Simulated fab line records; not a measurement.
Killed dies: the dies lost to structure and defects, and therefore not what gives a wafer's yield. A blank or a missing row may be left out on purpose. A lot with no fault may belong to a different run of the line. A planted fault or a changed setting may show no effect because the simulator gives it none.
fab line records | flow sky130
record lots=7 | wafers=21 | last-day=50
route steps=708 shown FIELD_ISO@31 NWELL@32 DNWELL@35 PWDE@45
lots with no fault: from the same line, run without faults
start-h: the number of hours between the record's first day and the start of the first shown wafer of the lot | wait-h: hours since the lot's step before | " repeats the value in the row above | L1.1+2: several wafers, shown together as one row | - no value, or no start was given | * or withheld: withheld | < > ~ a bound
route shown NAME@n: a module of which the file shows steps, and the number in the route of the first | usual: the fault-free wafers' mean and standard deviation | same: alike in all rows | chamber/n: place in a boat | sites: each site's reading | _std_site: standard deviation of those values | _edge_site: inner sites' mean taken away from outer sites' mean | radius-mm: for every site, how far away it sits from the centre of the wafer | mask NAME#n: copy n | behind: the most recent tool/chamber to have shaped the wafer | hold: reason for holding the lot/hours on hold/outcome of the hold | device: the n, p or np transistor that did not switch | end of line: tests of these same wafers at the route's end | for a step that has no rows: nothing shown but its recipe | killed: dies lost to structure and defects at the first sort, not the wafer's yield | map: a wafer's dies, marking killed ones x, the rest . and places with no die _
set.NAME: the setting the step ran with; set.NAME@STEP: the setting that earlier step ran with | model.NAME: the simulator's own value behind a step, which no gauge read
lots at selected steps of the route; one table per step, one row per wafer
services: when a tool's chamber went out of use (start-h, in hours from the record's first day, below 0 if earlier), for how many hours, and the reason
## steps
# step SKY_FIELD_ISO_WET_ETCH_30
# recipe chemistry=dHF | target-depth-nm=25 | target=SiO2 | dilution=10:1 | temp-c=25 | time-s=50
# step SKY_NWELL_CLEAN_00
# recipe chemistry=SC1/SC2 | mix=1:4:20 | temp-c=70 | time-s=150 | dry=n2-spin
# step SKY_NWELL_OXIDATION_01
# recipe temp-c=900 | ambient=O2 | stabilise-s=600 | purge-s=300 | target-thk-a=100 | ox-time-s=1418
# step SKY_NWELL_THK_MEAS_02
# recipe reads=SiO2_of_NWELL_OXIDATION_01
# usual NWELL_OXIDATION_THK=10.05/0.21
lot.wafer | tool          | chamber | start-h | wait-h | NWELL_OXIDATION_THK[nm]
L220.1    | film-metro-04 | -       | 43.31   | 0.0    | 9.91
L220.5    | "             | -       | "       | "      | 9.85
L220.6    | "             | -       | "       | "      | 9.88
L223.1    | film-metro-03 | -       | 58.06   | 0.0    | 10.32
L223.5    | "             | -       | "       | "      | 10.21
L223.6    | "             | -       | "       | "      | 10.32
L227.1    | film-metro-04 | -       | 76.70   | 0.0    | 10.15
L227.2    | "             | -       | "       | "      | 10.15
L227.6    | "             | -       | "       | "      | 10.03
L228.1    | film-metro-04 | -       | 81.80   | 0.0    | 9.81
L228.2    | "             | -       | "       | "      | 9.90
L228.5    | "             | -       | "       | "      | 9.92
L229.3    | film-metro-04 | -       | 87.41   | 0.0    | 10.07
L229.4    | "             | -       | "       | "      | 9.88
L229.6    | "             | -       | "       | "      | 9.99
L239.2    | film-metro-01 | -       | 142.19  | 0.0    | 10.05
L239.4    | "             | -       | "       | "      | 10.04
L239.5    | "             | -       | "       | "      | 10.10
L241.2    | film-metro-04 | -       | 152.49  | 0.0    | 10.31
L241.3    | "             | -       | "       | "      | 10.37
L241.6    | "             | -       | "       | "      | 10.29
# step SKY_DNWELL_DEHYDRATE_00
# recipe temp-c=200 | time-s=60
# step SKY_DNWELL_HMDS_01
# recipe prime-time-s=60 | prime-temp-c=120
# step SKY_DNWELL_COAT_02
# recipe spin-rpm=2000 | resist-thk-nm=3000
# step SKY_DNWELL_SOFTBAKE_03
# recipe temp-c=110 | time-s=withheld
# step SKY_DNWELL_EXPOSE_04
# recipe mask-id=DNM | na=0.57 | target-cd-nm=3000 | dose-mj=222
# step SKY_DNWELL_PEB_05
# recipe temp-c=115 | time-s=withheld
# step SKY_DNWELL_DEVELOP_06
# recipe wall-angle-deg=90 | developer=TMAH | develop-time-s=60 | dev-temp-c=23
# step SKY_DNWELL_IMPLANT_07
# recipe species=P | energy-kev=withheld | dose-cm2=withheld | tilt-deg=withheld
# step SKY_DNWELL_STRIP_08
# recipe chemistry=O2/N2 | power-w=1400 | pressure-mtorr=1500 | platen-temp-c=withheld | o2-flow-sccm=3000 | n2-flow-sccm=300 | overash-fraction=0.5
# usual chamber-pressure-mTorr=1500.0/1.5 | drypump-motor-current-A=5.8/0.53 | oes-product-au=0.722/0.0046 | strip-time-to-endpoint-s=36.91/0.099
lot.wafer | tool            | chamber | start-h | wait-h | chamber-pressure-mTorr | drypump-motor-current-A | oes-product-au | rf-hours-counter-h | strip-time-to-endpoint-s | model.coat_of_DNWELL_COAT_02.thk-nm
L220.1    | plasma-asher-02 | 0       | 59.03   | 0.1    | 1499.9                 | 5.0                     | 0.724          | 38                 | 36.79                    | 0
L220.5    | "               | 0       | "       | "      | 1496.9                 | 5.0                     | 0.723          | -                  | 36.71                    | 0
L220.6    | "               | 1       | "       | "      | 1499.8                 | 6.2                     | 0.722          | -                  | 36.65                    | 0
L223.1    | plasma-asher-02 | 0       | 74.90   | 0.1    | 1500.2                 | 5.0                     | 0.728          | 40                 | 36.92                    | 0
L223.5    | "               | 1       | "       | "      | 1498.4                 | 6.2                     | 0.724          | -                  | 36.88                    | 0
L223.6    | "               | 0       | "       | "      | 1501.1                 | 5.0                     | 0.721          | -                  | 36.79                    | 0
L227.1    | plasma-asher-02 | 1       | 94.08   | 0.1    | -                      | -                       | -              | -                  | -                        | 2993
L227.2    | "               | 0       | "       | "      | -                      | -                       | -              | -                  | -                        | 2992
L227.6    | "               | 1       | "       | "      | -                      | -                       | -              | -                  | -                        | 3006
L228.1    | plasma-asher-04 | 1       | 98.75   | 0.1    | -                      | -                       | -              | -                  | -                        | 3004
L228.2    | "               | 0       | "       | "      | -                      | -                       | -              | -                  | -                        | 2997
L228.5    | "               | 1       | "       | "      | -                      | -                       | -              | -                  | -                        | 2997
L229.3    | plasma-asher-02 | 0       | 104.81  | 0.1    | -                      | -                       | -              | -                  | -                        | 2995
L229.4    | "               | 1       | "       | "      | -                      | -                       | -              | -                  | -                        | 2982
L229.6    | "               | 1       | "       | "      | -                      | -                       | -              | -                  | -                        | 2992
L239.2    | plasma-asher-02 | 0       | 162.63  | 0.1    | 1496.3                 | 5.0                     | 0.719          | 4                  | 36.84                    | 0
L239.4    | "               | 0       | "       | "      | 1501.7                 | 5.0                     | 0.719          | -                  | 36.97                    | 0
L239.5    | "               | 1       | "       | "      | 1499.0                 | 6.2                     | 0.718          | -                  | 36.84                    | 0
L241.2    | plasma-asher-01 | 1       | 173.13  | 0.1    | 1500.7                 | 5.9                     | 0.722          | 47                 | 36.88                    | 0
L241.3    | "               | 0       | "       | "      | 1500.9                 | 5.4                     | 0.715          | -                  | 36.91                    | 0
L241.6    | "               | 0       | "       | "      | 1498.4                 | 5.4                     | 0.720          | -                  | 36.97                    | 0
# step SKY_DNWELL_TW_MEAS_09
# usual DNWELL_TW=1106/13
lot.wafer | tool          | chamber | start-h | wait-h | DNWELL_TW
L220.1    | film-metro-03 | -       | 59.13   | 0.1    | 1103
L220.5    | "             | -       | "       | "      | 1106
L220.6    | "             | -       | "       | "      | 1104
L223.1    | film-metro-03 | -       | 75.00   | 0.1    | 1107
L223.5    | "             | -       | "       | "      | 1107
L223.6    | "             | -       | "       | "      | 1108
L227.1    | film-metro-04 | -       | 94.18   | 0.1    | 1108
L227.2    | "             | -       | "       | "      | 1117
L227.6    | "             | -       | "       | "      | 1114
L228.1    | film-metro-01 | -       | 98.85   | 0.1    | 1094
L228.2    | "             | -       | "       | "      | 1092
L228.5    | "             | -       | "       | "      | 1091
L229.3    | film-metro-01 | -       | 104.90  | 0.1    | 1085
L229.4    | "             | -       | "       | "      | 1082
L229.6    | "             | -       | "       | "      | 1083
L239.2    | film-metro-04 | -       | 162.74  | 0.1    | 1114
L239.4    | "             | -       | "       | "      | 1111
L239.5    | "             | -       | "       | "      | 1110
L241.2    | film-metro-04 | -       | 173.24  | 0.1    | 1120
L241.3    | "             | -       | "       | "      | 1120
L241.6    | "             | -       | "       | "      | 1121
# step SKY_PWDE_DEHYDRATE_00
# recipe temp-c=200 | time-s=60
# step SKY_PWDE_HMDS_01
# recipe prime-time-s=60 | prime-temp-c=120
# step SKY_PWDE_COAT_02
# recipe spin-rpm=2000 | resist-thk-nm=3000
# step SKY_PWDE_SOFTBAKE_03
# recipe temp-c=110 | time-s=withheld
# step SKY_PWDE_EXPOSE_04
# recipe mask-id=PWDEM | na=0.6 | source-shape=conventional | sigma-outer=0.6 | polarization=unpolarized | target-cd-nm=840 | dose-mj=214
# step SKY_PWDE_PEB_05
# recipe temp-c=115 | time-s=withheld
# step SKY_PWDE_DEVELOP_06
# recipe wall-angle-deg=90 | developer=TMAH | develop-time-s=58.67 | dev-temp-c=23
# step SKY_PWDE_OVL_MEAS_07
# usual PWDE_OVL=-0.5/1.6
lot.wafer | tool       | chamber | start-h | wait-h | PWDE_OVL[nm]
L220.1    | overlay-02 | -       | 76.13   | -      | -2.7
L220.5    | "          | -       | "       | "      | -2.6
L220.6    | "          | -       | "       | "      | -1.2
L223.1    | overlay-02 | -       | 92.65   | -      | -0.8
L223.5    | "          | -       | "       | "      | -1.6
L223.6    | "          | -       | "       | "      | 1.2
L227.1    | overlay-01 | -       | 111.39  | -      | 0.4
L227.2    | "          | -       | "       | "      | 0.8
L227.6    | "          | -       | "       | "      | -0.5
L228.1    | overlay-02 | -       | 116.33  | -      | -1.7
L228.2    | "          | -       | "       | "      | -2.0
L228.5    | "          | -       | "       | "      | -3.5
L229.3    | overlay-01 | -       | 122.99  | -      | -0.1
L229.4    | "          | -       | "       | "      | 3.1
L229.6    | "          | -       | "       | "      | -1.2
L239.2    | overlay-02 | -       | 182.93  | -      | 0.2
L239.4    | "          | -       | "       | "      | -0.9
L239.5    | "          | -       | "       | "      | -1.8
L241.2    | overlay-01 | -       | 193.10  | -      | -1.4
L241.3    | "          | -       | "       | "      | 0.5
L241.6    | "          | -       | "       | "      | 0.7
# step SKY_PWDE_IMPLANT_08
# recipe species=B | energy-kev=150 | dose-cm2=3.6e+12 | tilt-deg=withheld
# step SKY_PWDE_STRIP_09
# recipe chemistry=O2/N2 | power-w=1400 | pressure-mtorr=1500 | platen-temp-c=withheld | o2-flow-sccm=3000 | n2-flow-sccm=300 | overash-fraction=0.5
# usual chamber-pressure-mTorr=1499.9/1.4 | drypump-motor-current-A=6.1/0.43 | oes-product-au=0.723/0.0049 | strip-time-to-endpoint-s=36.99/0.088
lot.wafer | tool            | chamber | start-h | wait-h | chamber-pressure-mTorr | drypump-motor-current-A | oes-product-au | rf-hours-counter-h | strip-time-to-endpoint-s
L220.1    | plasma-asher-03 | 0       | 76.31   | 0.1    | 1499.9                 | 6.4                     | 0.717          | 25                 | 36.98
L220.5    | "               | 0       | "       | "      | 1502.9                 | 6.4                     | 0.723          | -                  | 36.88
L220.6    | "               | 1       | "       | "      | 1500.3                 | 6.0                     | 0.718          | -                  | 36.92
L223.1    | plasma-asher-02 | 0       | 92.84   | 0.1    | 1498.6                 | 5.0                     | 0.728          | 41                 | 36.97
L223.5    | "               | 1       | "       | "      | 1498.4                 | 6.2                     | 0.718          | -                  | 37.01
L223.6    | "               | 0       | "       | "      | 1499.6                 | 5.0                     | 0.723          | -                  | 36.99
L227.1    | plasma-asher-04 | 0       | 111.58  | 0.1    | 1501.2                 | 6.3                     | 0.742          | 42                 | 81.16
L227.2    | "               | 1       | "       | "      | 1499.0                 | 6.1                     | 0.729          | 42                 | 81.13
L227.6    | "               | 0       | "       | "      | 1499.0                 | 6.3                     | 0.742          | -                  | 81.51
L228.1    | plasma-asher-03 | 1       | 116.51  | 0.1    | 1502.2                 | 6.0                     | 0.749          | 30                 | 81.32
L228.2    | "               | 0       | "       | "      | 1501.2                 | 6.5                     | 0.741          | 30                 | 81.29
L228.5    | "               | 1       | "       | "      | 1500.6                 | 6.0                     | 0.744          | -                  | 81.26
L229.3    | plasma-asher-03 | 1       | 123.20  | 0.1    | 1499.7                 | 5.9                     | 0.740          | -                  | 81.23
L229.4    | "               | 0       | "       | "      | 1499.5                 | 6.5                     | 0.739          | -                  | 80.90
L229.6    | "               | 0       | "       | "      | 1499.6                 | 6.5                     | 0.736          | -                  | 81.17
L239.2    | plasma-asher-03 | 1       | 183.11  | 0.1    | 1500.9                 | 6.0                     | 0.717          | 37                 | 36.94
L239.4    | "               | 0       | "       | "      | 1497.7                 | 6.4                     | 0.724          | -                  | 37.05
L239.5    | "               | 1       | "       | "      | 1498.7                 | 6.0                     | 0.724          | -                  | 36.97
L241.2    | plasma-asher-04 | 0       | 193.28  | 0.1    | 1499.2                 | 6.2                     | 0.730          | 51                 | 36.91
L241.3    | "               | 1       | "       | "      | 1501.0                 | 6.2                     | 0.721          | -                  | 36.88
L241.6    | "               | 1       | "       | "      | 1499.6                 | 6.2                     | 0.719          | -                  | 36.86
# step SKY_PWDE_TW_MEAS_10
# usual PWDE_TW=371/4.3
lot.wafer | tool          | chamber | start-h | wait-h | PWDE_TW
L220.1    | film-metro-04 | -       | 76.41   | 0.1    | 374
L220.5    | "             | -       | "       | "      | 373
L220.6    | "             | -       | "       | "      | 374
L223.1    | film-metro-01 | -       | 92.94   | 0.1    | 365
L223.5    | "             | -       | "       | "      | 364
L223.6    | "             | -       | "       | "      | 365
L227.1    | film-metro-03 | -       | 111.68  | 0.1    | 30
L227.2    | "             | -       | "       | "      | 30
L227.6    | "             | -       | "       | "      | 30
L228.1    | film-metro-01 | -       | 116.61  | 0.1    | 29
L228.2    | "             | -       | "       | "      | 29
L228.5    | "             | -       | "       | "      | 29
L229.3    | film-metro-01 | -       | 123.28  | 0.1    | 30
L229.4    | "             | -       | "       | "      | 29
L229.6    | "             | -       | "       | "      | 30
L239.2    | film-metro-03 | -       | 183.22  | 0.1    | 370
L239.4    | "             | -       | "       | "      | 371
L239.5    | "             | -       | "       | "      | 372
L241.2    | film-metro-03 | -       | 193.39  | 0.1    | 371
L241.3    | "             | -       | "       | "      | 372
L241.6    | "             | -       | "       | "      | 374
# step SKY_NWELL_DEHYDRATE_03
# recipe temp-c=200 | time-s=60
## services
tool            | chamber | start-h | hours | kind
plasma-asher-02 | -       | 66.84   | 0.5   | repair
plasma-asher-01 | -       | 89.21   | 33.5  | repair
plasma-asher-02 | -       | 108.75  | 9.0   | pm
plasma-asher-02 | 0       | 108.75  | 9.0   | vent-cycle
plasma-asher-02 | 1       | 108.75  | 9.0   | vent-cycle
plasma-asher-02 | 0       | 117.75  | -     | clean
plasma-asher-02 | 1       | 117.75  | -     | clean
plasma-asher-01 | -       | 153.73  | 2.8   | pm
plasma-asher-02 | -       | 174.68  | 13.5  | repair
## key
first-sign step=SKY_DNWELL_STRIP_08 | reading=tool-record | direction=missing
effect step=SKY_PWDE_STRIP_09 | reading=strip-time-to-endpoint-s | direction=up | sigmas=99+ | usual=* | struck=*
effect step=SKY_PWDE_TW_MEAS_10 | reading=PWDE_TW | direction=down | sigmas=80 | usual=371 | struck=30
model-effect step=SKY_DNWELL_STRIP_08 | value=coat_of_DNWELL_COAT_02.thk-nm | without=0 | struck=2995
met-at SKY_DNWELL_STRIP_08
struck-wafers L227.1,L227.2,L227.6,L228.1,L228.2,L228.5,L229.3,L229.4,L229.6
sort-left-out L227.1,L227.2,L227.6,L228.1,L228.2,L228.5,L229.3,L229.4,L229.6
tester-left-out L227,L228,L229
onset-between 74.90 94.08
fault kind=skipped-step-whole | tool=plasma-asher-02,plasma-asher-04 | chamber=- | onset-h=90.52 | steps=SKY_DNWELL_STRIP_08 | scope=struck-lots-only
# tester-left-out: of these lots the tester's yield and bins aren't shown, on N5 and GAA mostly nor the transistor test; their killed dies are dies lost to structure and defects alone, not to doping, threshold or leakage, so they don't give the yield
# sort-left-out: the simulated sort isn't trusted on such a fault, so these wafers' sort isn't shown, and their yield isn't known
